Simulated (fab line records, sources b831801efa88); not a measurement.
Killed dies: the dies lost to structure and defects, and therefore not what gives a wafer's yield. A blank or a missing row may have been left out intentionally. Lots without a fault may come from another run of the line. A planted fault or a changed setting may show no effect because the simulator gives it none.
fab line records	flow gf180mcu
record lots=5	wafers=23
route steps=602 shown NSD@241 PSD@252 SAB@272 CONTACT@299
start_h: the number of hours between the record's first day and the start of the first shown wafer of the lot	wait_h: hours elapsed since this lot's preceding step	" repeats the value in the row above	L1.1+2: one row covering several wafers at once	- no value, or no start given	* or withheld: withheld	< > ~ a bound
route shown NAME@n: a module of which the file shows steps, and the number in the route of the first	usual: the fault-free wafers' mean and standard deviation	same: alike in all rows	chamber/n: place in a boat	sites: readings site by site	_std_site: standard deviation across them	_edge_site: inner sites' mean taken away from outer sites' mean	radius_mm: how far each site lies from the wafer's centre	mask NAME#n: copy n	behind: tool/chamber where the wafer was last shaped	hold: reason for holding the lot/hours on hold/outcome of the hold	device: transistor that didn't switch, given as n, p or np	end of line: tests run on the same wafers once the route is complete	a step without rows: its recipe alone	killed: the dies lost at the first sort to structure and to defects; this is not the yield of the wafer	map: the dies of a wafer, with x for killed, . for not killed, _ for no die there
set.NAME: setting as actually run; set.NAME@STEP: the setting as run at that earlier step	model.NAME: the simulator's own value behind a step, which no gauge read
lots with deliberately changed settings; one table per step, one row per wafer
## steps
# step GF_NSD_DEVELOP_06
# recipe develop_time_s=60	dev_temp_c=23
lot.wafer	tool	chamber	start_h	wait_h	set.dev_temp_c
L075.2+5	litho_track-03	0	302.82	0.1	23
L075.3+4+6	"	0	"	"	22.06
L077.1+4+6	litho_track-04	0	321.26	0.1	23
L077.2+5	"	0	"	"	24.34
L080.2+3+6	litho_track-04	0	346.98	0.1	23
L084.1+2+3	litho_track-03	0	385.94	0.1	23
L084.5+6	"	0	"	"	26.69
L085.1+4+5	litho_track-03	0	395.79	0.1	20.84
L085.2+3	"	0	"	"	23
# step GF_NSD_CD_MEAS_07
# recipe target_cd_nm=400
# usual cd_nm=398.7/2.5
lot.wafer	tool	chamber	start_h	wait_h	set.spin_rpm@NSD_COAT_02	set.dev_temp_c@NSD_DEVELOP_06	cd_nm
L075.2	cd_sem-01	-	302.96	0.1	3000	23	397.2
L075.3	"	-	"	"	3207	22.06	404.7
L075.4	"	-	"	"	3207	22.06	404.9
L075.5	"	-	"	"	3000	23	398.0
L075.6	"	-	"	"	3000	22.06	400.3
L077.1	cd_sem-01	-	321.41	0.1	3000	23	399.8
L077.2	"	-	"	"	2884	24.34	392.0
L077.4	"	-	"	"	3000	23	396.7
L077.5	"	-	"	"	3000	24.34	394.3
L077.6	"	-	"	"	2884	23	395.4
L080.2	cd_sem-01	-	347.13	0.1	3000	23	405.7
L080.3	"	-	"	"	3000	23	405.5
L080.6	"	-	"	"	3000	23	405.0
L084.1	cd_sem-01	-	386.09	0.1	3000	23	399.1
L084.2	"	-	"	"	2908	23	396.7
L084.3	"	-	"	"	2908	23	398.6
L084.5	"	-	"	"	2908	26.69	383.9
L084.6	"	-	"	"	3000	26.69	387.4
L085.1	cd_sem-01	-	395.94	0.1	3185	20.84	408.5
L085.2	"	-	"	"	3000	23	400.4
L085.3	"	-	"	"	3185	23	401.7
L085.4	"	-	"	"	3000	20.84	405.5
L085.5	"	-	"	"	3000	20.84	406.5
# step GF_NSD_IMPLANT_09
# recipe species=As	energy_kev=60	dose_cm2=4e+15	tilt_deg=7
# step GF_NSD_IMPLANT_10
# recipe species=P	energy_kev=40	dose_cm2=5e+14	tilt_deg=7
# step GF_NSD_STRIP_11
# recipe chemistry=O2/N2	power_w=1400	pressure_mtorr=1500	platen_temp_c=250	o2_flow_sccm=3000	n2_flow_sccm=300	overash_fraction=0.5
# usual strip_time_to_endpoint_s=22.97/0.043
lot.wafer	tool	chamber	start_h	wait_h	set.spin_rpm@NSD_COAT_02	strip_time_to_endpoint_s
L075.2	plasma_asher-01	1	303.40	0.1	3000	23.03
L075.3	"	0	"	"	3207	22.62
L075.4	"	1	"	"	3207	22.60
L075.5	"	1	"	"	3000	23.03
L075.6	"	0	"	"	3000	23.01
L077.1	plasma_asher-02	0	321.87	0.1	3000	22.93
L077.2	"	1	"	"	2884	23.19
L077.4	"	0	"	"	3000	22.94
L077.5	"	1	"	"	3000	22.92
L077.6	"	0	"	"	2884	23.19
L080.2	plasma_asher-03	1	347.56	0.1	3000	22.87
L080.3	"	1	"	"	3000	22.91
L080.6	"	1	"	"	3000	22.92
L084.1	plasma_asher-01	1	386.55	0.1	3000	22.97
L084.2	"	0	"	"	2908	23.16
L084.3	"	0	"	"	2908	23.16
L084.5	"	0	"	"	2908	23.16
L084.6	"	1	"	"	3000	22.97
L085.1	plasma_asher-03	0	396.40	0.1	3185	22.68
L085.2	"	1	"	"	3000	23.01
L085.3	"	0	"	"	3185	22.70
L085.4	"	1	"	"	3000	22.97
L085.5	"	0	"	"	3000	23.01
# step GF_PSD_EXPOSE_04
# recipe mask_id=Pplus	target_cd_nm=400	na=0.6	source_shape=conventional	sigma_outer=0.6	dose_mj=140
lot.wafer	tool	chamber	start_h	wait_h	mask	set.dose_mj
L075.2+6	iline_stepper-02	0	-	-	Pplus#0	140
L075.3+4+5	"	0	"	"	Pplus#0	148.9
L077.1+5+6	iline_stepper-01	0	-	-	Pplus#0	146.1
L077.2+4	"	0	"	"	Pplus#0	140
L080.2+3+6	iline_stepper-01	0	-	-	Pplus#0	140
L084.1+2+6	iline_stepper-01	0	-	-	Pplus#0	140
L084.3+5	"	0	"	"	Pplus#0	134.2
L085.1+2+3+4+5	iline_stepper-02	0	-	-	Pplus#0	140
# step GF_PSD_PEB_05
# recipe temp_c=withheld	time_s=*	resist=NOVOLAK
# step GF_PSD_DEVELOP_06
# recipe develop_time_s=60	dev_temp_c=23
# step GF_PSD_CD_MEAS_07
# recipe target_cd_nm=400
# usual cd_nm=400.5/2.5
lot.wafer	tool	chamber	start_h	wait_h	set.dose_mj@PSD_EXPOSE_04	cd_nm
L075.2	cd_sem-01	-	323.84	0.1	140	399.8
L075.3	"	-	"	"	148.9	418.1
L075.4	"	-	"	"	148.9	419.4
L075.5	"	-	"	"	148.9	419.4
L075.6	"	-	"	"	140	403.1
L077.1	cd_sem-02	-	342.84	0.1	146.1	416.4
L077.2	"	-	"	"	140	403.6
L077.4	"	-	"	"	140	403.9
L077.5	"	-	"	"	146.1	416.0
L077.6	"	-	"	"	146.1	414.9
L080.2	cd_sem-02	-	369.14	0.1	140	403.4
L080.3	"	-	"	"	140	403.4
L080.6	"	-	"	"	140	403.9
L084.1	cd_sem-02	-	409.19	0.1	140	403.9
L084.2	"	-	"	"	140	407.2
L084.3	"	-	"	"	134.2	392.4
L084.5	"	-	"	"	134.2	391.8
L084.6	"	-	"	"	140	404.3
L085.1	cd_sem-02	-	419.92	0.1	140	400.2
L085.2	"	-	"	"	140	400.3
L085.3	"	-	"	"	140	400.5
L085.4	"	-	"	"	140	400.1
L085.5	"	-	"	"	140	400.7
# step GF_PSD_IMPLANT_09
# recipe species=BF2	energy_kev=40	dose_cm2=1.5e+15	tilt_deg=7
lot.wafer	tool	chamber	start_h	wait_h	set.dose_cm2
L075.2+4+6	implanter-02	0	324.00	0.0	1.569e+15
L075.3+5	"	0	"	"	1.5e+15
L077.1+2	implanter-03	0	343.00	0.0	1.63e+15
L077.4+5+6	"	0	"	"	1.5e+15
L080.2+3+6	implanter-03	0	369.30	0.0	1.5e+15
L084.1+5	implanter-04	0	409.34	0.0	1.298e+15
L084.2+3+6	"	0	"	"	1.5e+15
L085.1+4	implanter-03	0	420.08	0.0	1.422e+15
L085.2+3+5	"	0	"	"	1.5e+15
# step GF_PSD_STRIP_10
# recipe chemistry=O2/N2	power_w=1400	pressure_mtorr=1500	platen_temp_c=250	o2_flow_sccm=3000	n2_flow_sccm=300	overash_fraction=0.5
# usual strip_time_to_endpoint_s=16.51/0.037
lot.wafer	tool	chamber	start_h	wait_h	set.dose_cm2@PSD_IMPLANT_09	strip_time_to_endpoint_s
L075.2	plasma_asher-01	1	324.13	0.1	1.569e+15	16.68
L075.3	"	0	"	"	1.5e+15	16.52
L075.4	"	1	"	"	1.569e+15	16.63
L075.5	"	1	"	"	1.5e+15	16.50
L075.6	"	0	"	"	1.569e+15	16.65
L077.1	plasma_asher-03	0	343.15	0.1	1.63e+15	16.70
L077.2	"	1	"	"	1.63e+15	16.72
L077.4	"	1	"	"	1.5e+15	16.47
L077.5	"	1	"	"	1.5e+15	16.48
L077.6	"	0	"	"	1.5e+15	16.46
L080.2	plasma_asher-01	1	369.43	0.1	1.5e+15	16.51
L080.3	"	0	"	"	1.5e+15	16.53
L080.6	"	0	"	"	1.5e+15	16.65
L084.1	plasma_asher-04	1	409.49	0.1	1.298e+15	16.01
L084.2	"	0	"	"	1.5e+15	16.52
L084.3	"	1	"	"	1.5e+15	16.49
L084.5	"	1	"	"	1.298e+15	16.05
L084.6	"	0	"	"	1.5e+15	16.49
L085.1	plasma_asher-03	1	420.23	0.1	1.422e+15	16.43
L085.2	"	0	"	"	1.5e+15	16.53
L085.3	"	1	"	"	1.5e+15	16.53
L085.4	"	0	"	"	1.422e+15	16.35
L085.5	"	1	"	"	1.5e+15	16.52
# step GF_PSD_TW_MEAS_11
# usual PSD_TW=3207/21
lot.wafer	tool	chamber	start_h	wait_h	set.dose_cm2@PSD_IMPLANT_09	PSD_TW
L075.2	film_metro-04	-	324.24	0.1	1.569e+15	3248
L075.3	"	-	"	"	1.5e+15	3222
L075.4	"	-	"	"	1.569e+15	3255
L075.5	"	-	"	"	1.5e+15	3238
L075.6	"	-	"	"	1.569e+15	3285
L077.1	film_metro-02	-	343.25	0.1	1.63e+15	3295
L077.2	"	-	"	"	1.63e+15	3264
L077.4	"	-	"	"	1.5e+15	3242
L077.5	"	-	"	"	1.5e+15	3219
L077.6	"	-	"	"	1.5e+15	3214
L080.2	film_metro-02	-	369.54	0.1	1.5e+15	3218
L080.3	"	-	"	"	1.5e+15	3213
L080.6	"	-	"	"	1.5e+15	3206
L084.1	film_metro-01	-	409.59	0.1	1.298e+15	3082
L084.2	"	-	"	"	1.5e+15	3188
L084.3	"	-	"	"	1.5e+15	3159
L084.5	"	-	"	"	1.298e+15	3090
L084.6	"	-	"	"	1.5e+15	3174
L085.1	film_metro-01	-	420.33	0.1	1.422e+15	3140
L085.2	"	-	"	"	1.5e+15	3165
L085.3	"	-	"	"	1.5e+15	3155
L085.4	"	-	"	"	1.422e+15	3151
L085.5	"	-	"	"	1.5e+15	3169
# step GF_PSD_CLEAN_12
# recipe chemistry=SC1/SC2	mix=1:4:20	temp_c=70	time_s=150	dry=n2_spin
# step GF_PSD_RTA_13
# recipe temp_c=1025	time_s=20	ambient=N2
# step GF_PSD_RS_MEAS_15
# recipe thk_meas_gauge=four-point-probe
# usual PSD_RS=108.57/0.21
lot.wafer	tool	chamber	start_h	wait_h	set.dose_cm2@PSD_IMPLANT_09	PSD_RS[ohm/sq]
L075.2	film_metro-01	-	324.57	0.1	1.569e+15	107.54
L075.3	"	-	"	"	1.5e+15	109.02
L075.4	"	-	"	"	1.569e+15	107.53
L075.5	"	-	"	"	1.5e+15	108.78
L075.6	"	-	"	"	1.569e+15	107.58
L077.1	film_metro-04	-	343.57	0.1	1.63e+15	106.76
L077.2	"	-	"	"	1.63e+15	106.72
L077.4	"	-	"	"	1.5e+15	108.57
L077.5	"	-	"	"	1.5e+15	108.47
L077.6	"	-	"	"	1.5e+15	108.65
L080.2	film_metro-01	-	369.92	0.1	1.5e+15	108.50
L080.3	"	-	"	"	1.5e+15	108.48
L080.6	"	-	"	"	1.5e+15	108.49
L084.1	film_metro-04	-	409.91	0.1	1.298e+15	115.26
L084.2	"	-	"	"	1.5e+15	108.80
L084.3	"	-	"	"	1.5e+15	108.57
L084.5	"	-	"	"	1.298e+15	115.54
L084.6	"	-	"	"	1.5e+15	108.55
L085.1	film_metro-01	-	420.64	0.1	1.422e+15	110.22
L085.2	"	-	"	"	1.5e+15	108.80
L085.3	"	-	"	"	1.5e+15	108.42
L085.4	"	-	"	"	1.422e+15	110.14
L085.5	"	-	"	"	1.5e+15	108.80
# step GF_SAB_DEVELOP_08
# recipe develop_time_s=60	dev_temp_c=23
lot.wafer	tool	chamber	start_h	wait_h	set.develop_time_s
L075.2+4+5	litho_track-01	0	345.57	0.1	54.49
L075.3+6	"	0	"	"	60
L077.1+5	litho_track-02	0	364.92	0.1	60
L077.2+4+6	"	0	"	"	63.59
L080.2+3+6	litho_track-04	0	392.48	0.1	60
L084.1+5+6	litho_track-04	0	434.16	0.1	56.69
L084.2+3	"	0	"	"	60
L085.1+3+5	litho_track-02	0	444.97	0.1	62.34
L085.2+4	"	0	"	"	60
# step GF_SAB_CD_MEAS_09
# recipe target_cd_nm=420
# usual cd_nm=421.6/1.9
lot.wafer	tool	chamber	start_h	wait_h	set.develop_time_s@SAB_DEVELOP_08	cd_nm
L075.2	cd_sem-01	-	345.71	0.1	54.49	432.5
L075.3	"	-	"	"	60	423.9
L075.4	"	-	"	"	54.49	432.3
L075.5	"	-	"	"	54.49	432.7
L075.6	"	-	"	"	60	422.2
L077.1	cd_sem-02	-	365.07	0.1	60	424.3
L077.2	"	-	"	"	63.59	419.0
L077.4	"	-	"	"	63.59	420.5
L077.5	"	-	"	"	60	425.7
L077.6	"	-	"	"	63.59	420.4
L080.2	cd_sem-01	-	392.63	0.1	60	420.9
L080.3	"	-	"	"	60	419.6
L080.6	"	-	"	"	60	420.9
L084.1	cd_sem-02	-	434.31	0.1	56.69	427.3
L084.2	"	-	"	"	60	421.4
L084.3	"	-	"	"	60	421.8
L084.5	"	-	"	"	56.69	427.4
L084.6	"	-	"	"	56.69	426.4
L085.1	cd_sem-02	-	445.12	0.1	62.34	416.1
L085.2	"	-	"	"	60	422.2
L085.3	"	-	"	"	62.34	416.8
L085.4	"	-	"	"	60	420.4
L085.5	"	-	"	"	62.34	415.7
# step GF_SAB_ETCH_11
# recipe chemistry=C4F8/O2/Ar	mask_material=NOVOLAK	target=SiO2	target_depth_nm=55	source_w=1500	bias_w=1200	pressure_mtorr=40	c4f8_flow_sccm=withheld	O2_flow_sccm=6	Ar_flow_sccm=300	time_s=8.5
lot.wafer	tool	chamber	start_h	wait_h	set.develop_time_s@SAB_DEVELOP_08	model.SAB.cd_nm
L075.2	rie_diel-01	0	345.85	0.0	54.49	432.6
L075.3	"	1	"	"	60	424.2
L075.4	"	3	"	"	54.49	432
L075.5	"	0	"	"	54.49	432.5
L075.6	"	3	"	"	60	422.3
L077.1	rie_diel-03	3	365.23	0.0	60	424.2
L077.2	"	0	"	"	63.59	419.1
L077.4	"	1	"	"	63.59	420.4
L077.5	"	3	"	"	60	425.6
L077.6	"	0	"	"	63.59	420.5
L080.2	rie_diel-04	0	392.77	0.0	60	420.9
L080.3	"	3	"	"	60	420.1
L080.6	"	0	"	"	60	420.8
L084.1	rie_diel-04	1	434.46	0.0	56.69	428
L084.2	"	3	"	"	60	421.8
L084.3	"	2	"	"	60	421.9
L084.5	"	0	"	"	56.69	427.5
L084.6	"	1	"	"	56.69	426.7
L085.1	rie_diel-03	1	445.28	0.0	62.34	416.7
L085.2	"	2	"	"	60	422.6
L085.3	"	3	"	"	62.34	416.5
L085.4	"	0	"	"	60	420.3
L085.5	"	2	"	"	62.34	416
# step GF_CONTACT_PEB_12
# recipe peb_temp_c=135	peb_time_s=90	resist=KrF
lot.wafer	tool	chamber	start_h	wait_h	set.peb_temp_c
L075.2+3+4+5+6	litho_track-04	0	-	-	135
L077.1+4+5	litho_track-03	0	-	-	135
L077.2+6	"	0	"	"	131.9
L080.2+3+6	litho_track-03	0	-	-	135
L084.1+3	litho_track-04	0	-	-	133
L084.2+5+6	"	0	"	"	135
L085.1+2	litho_track-03	0	-	-	137.9
L085.3+4+5	"	0	"	"	135
# step GF_CONTACT_DEVELOP_13
# recipe develop_time_s=60	resist=KrF	dev_temp_c=21
# step GF_CONTACT_CD_MEAS_14
# recipe target_cd_nm=220
# usual cd_nm=219.7/1.1
lot.wafer	tool	chamber	start_h	wait_h	set.peb_temp_c@CONTACT_PEB_12	cd_nm
L075.2	cd_sem-01	-	369.08	0.1	135	219.5
L075.3	"	-	"	"	135	218.1
L075.4	"	-	"	"	135	218.8
L075.5	"	-	"	"	135	219.1
L075.6	"	-	"	"	135	219.6
L077.1	cd_sem-01	-	389.34	0.1	135	219.9
L077.2	"	-	"	"	131.9	211.6
L077.4	"	-	"	"	135	220.4
L077.5	"	-	"	"	135	220.5
L077.6	"	-	"	"	131.9	210.9
L080.2	cd_sem-01	-	417.71	0.1	135	220.2
L080.3	"	-	"	"	135	218.1
L080.6	"	-	"	"	135	219.5
L084.1	cd_sem-01	-	460.06	0.1	133	214.4
L084.2	"	-	"	"	135	220.4
L084.3	"	-	"	"	133	214.2
L084.5	"	-	"	"	135	221.1
L084.6	"	-	"	"	135	222.3
L085.1	cd_sem-01	-	470.84	0.1	137.9	226.3
L085.2	"	-	"	"	137.9	228.2
L085.3	"	-	"	"	135	220.7
L085.4	"	-	"	"	135	221.4
L085.5	"	-	"	"	135	220.8
# step GF_CONTACT_ETCH_16
# recipe chemistry=N2/H2	target_depth_a=withheld	overetch_a=withheld	time_s=withheld	target=BARC	ion_energy_ev=200	source_w=500	bias_w=100	pressure_mtorr=30	n2_flow_sccm=100	h2_flow_sccm=200
lot.wafer	tool	chamber	start_h	wait_h	set.peb_temp_c@CONTACT_PEB_12	model.CONTACT.cd_nm
L075.2	rie_diel-04	3	369.21	0.0	135	220.2
L075.3	"	2	"	"	135	218.8
L075.4	"	0	"	"	135	218.1
L075.5	"	2	"	"	135	219.5
L075.6	"	3	"	"	135	220.8
L077.1	rie_diel-03	3	389.50	0.0	135	219.6
L077.2	"	0	"	"	131.9	210.7
L077.4	"	2	"	"	135	220.2
L077.5	"	0	"	"	135	220.1
L077.6	"	1	"	"	131.9	211.9
L080.2	rie_diel-04	1	417.85	0.0	135	219.6
L080.3	"	2	"	"	135	218.2
L080.6	"	3	"	"	135	220
L084.1	rie_diel-04	0	460.21	0.0	133	214.1
L084.2	"	3	"	"	135	221.6
L084.3	"	2	"	"	133	214.7
L084.5	"	1	"	"	135	220.7
L084.6	"	2	"	"	135	222.5
L085.1	rie_diel-03	2	471.00	0.0	137.9	227
L085.2	"	1	"	"	137.9	228.6
L085.3	"	0	"	"	135	220.1
L085.4	"	3	"	"	135	221.6
L085.5	"	0	"	"	135	219.8
# step GF_CONTACT_ETCH_17
# recipe chemistry=C4F8/O2/Ar	mask_material=KrF	target=SiO2	stop_on=CoSi2	source_w=1500	bias_w=1200	pressure_mtorr=40	c4f8_flow_sccm=withheld	O2_flow_sccm=6	Ar_flow_sccm=300	time_s=withheld	target_depth_a=8600
lot.wafer	tool	chamber	start_h	wait_h	set.peb_temp_c@CONTACT_PEB_12	model.CONTACT.cd_nm
L075.2+6	rie_diel-04	3	-	-	135	220.4
L075.3	"	2	"	"	135	218.8
L075.4	"	0	"	"	135	218.2
L075.5	"	2	"	"	135	220
L077.1	rie_diel-03	3	-	-	135	220
L077.2	"	0	"	"	131.9	210.9
L077.4	"	2	"	"	135	219.9
L077.5	"	0	"	"	135	220.3
L077.6	"	1	"	"	131.9	212.3
L080.2	rie_diel-04	1	-	-	135	219.6
L080.3	"	2	"	"	135	218.1
L080.6	"	3	"	"	135	219.9
L084.1	rie_diel-04	0	-	-	133	213.9
L084.2	"	3	"	"	135	221.5
L084.3	"	2	"	"	133	214.9
L084.5	"	1	"	"	135	221.1
L084.6	"	2	"	"	135	222.7
L085.1	rie_diel-03	2	-	-	137.9	227.1
L085.2	"	1	"	"	137.9	229.7
L085.3	"	0	"	"	135	220.2
L085.4	"	3	"	"	135	222.1
L085.5	"	0	"	"	135	220
# step GF_CONTACT_SPUTTER_22
# recipe material=Ti	target_thk_nm=15	chamber_pressure_pa=5	power_w=2500	substrate_temp_c=200	time_s=80.02
lot.wafer	tool	chamber	start_h	wait_h	set.power_w	model.Ti_of_CONTACT_SPUTTER_22.thk_nm
L075.2	pvd_sputter-02	-	369.69	0.0	2500	15.3
L075.3	"	-	"	"	2500	15.24
L075.4	"	-	"	"	2500	14.79
L075.5	"	-	"	"	2500	15.22
L075.6	"	-	"	"	2500	14.87
L077.1	pvd_sputter-03	-	389.97	0.0	2500	15.07
L077.2	"	-	"	"	2500	14.95
L077.4	"	-	"	"	2500	15.02
L077.5	"	-	"	"	2500	15.1
L077.6	"	-	"	"	2500	15.03
L080.2	pvd_sputter-03	-	418.32	0.0	2500	15.43
L080.3	"	-	"	"	2500	15.18
L080.6	"	-	"	"	2500	15.13
L084.1	pvd_sputter-01	-	460.67	0.0	2500	15.18
L084.2	"	-	"	"	2398	14.62
L084.3	"	-	"	"	2398	14.35
L084.5	"	-	"	"	2500	15.09
L084.6	"	-	"	"	2398	14.48
L085.1	pvd_sputter-01	-	471.46	0.0	2500	14.97
L085.2+3	"	-	"	"	2232	13.44
L085.4	"	-	"	"	2500	15.19
L085.5	"	-	"	"	2232	13.35
## key
split step=GF_NSD_DEVELOP_06	setting=dev_temp_c	stated=23	by=wafer
response step=GF_NSD_CD_MEAS_07	reading=cd_nm	change=-0.762	per=1%	r=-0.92
split step=GF_PSD_EXPOSE_04	setting=dose_mj	stated=140	by=wafer
response step=GF_PSD_CD_MEAS_07	reading=cd_nm	change=+2.84	per=1%	r=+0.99
split step=GF_PSD_IMPLANT_09	setting=dose_cm2	stated=1.5e+15	by=wafer
response step=GF_PSD_STRIP_10	reading=strip_time_to_endpoint_s	change=*	per=1%	r=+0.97
response step=GF_PSD_TW_MEAS_11	reading=PSD_TW	change=+6.22	per=1%	r=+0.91
response step=GF_PSD_RS_MEAS_15	reading=PSD_RS	change=-0.397	per=1%	r=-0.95
split step=GF_SAB_DEVELOP_08	setting=develop_time_s	stated=60	by=wafer
response step=GF_SAB_CD_MEAS_09	reading=cd_nm	change=-1.01	per=1%	r=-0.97
response step=GF_SAB_ETCH_11	reading=model.SAB.cd_nm	change=-0.987	per=1%	r=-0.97
split step=GF_CONTACT_PEB_12	setting=peb_temp_c	stated=135	by=wafer
response step=GF_CONTACT_CD_MEAS_14	reading=cd_nm	change=+3.68	per=1%	r=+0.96
response step=GF_CONTACT_ETCH_16	reading=model.CONTACT.cd_nm	change=+3.82	per=1%	r=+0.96
response step=GF_CONTACT_ETCH_17	reading=model.CONTACT.cd_nm	change=+3.87	per=1%	r=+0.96
split step=GF_CONTACT_SPUTTER_22	setting=power_w	stated=2500	by=wafer
response step=GF_CONTACT_SPUTTER_22	reading=model.Ti_of_CONTACT_SPUTTER_22.thk_nm	change=+0.156	per=1%	r=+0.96
split outside_this_file step=GF_NSD_COAT_02 setting=spin_rpm
# split outside_this_file: this setting was split too, and the file shows its column; the key of that split is in another file
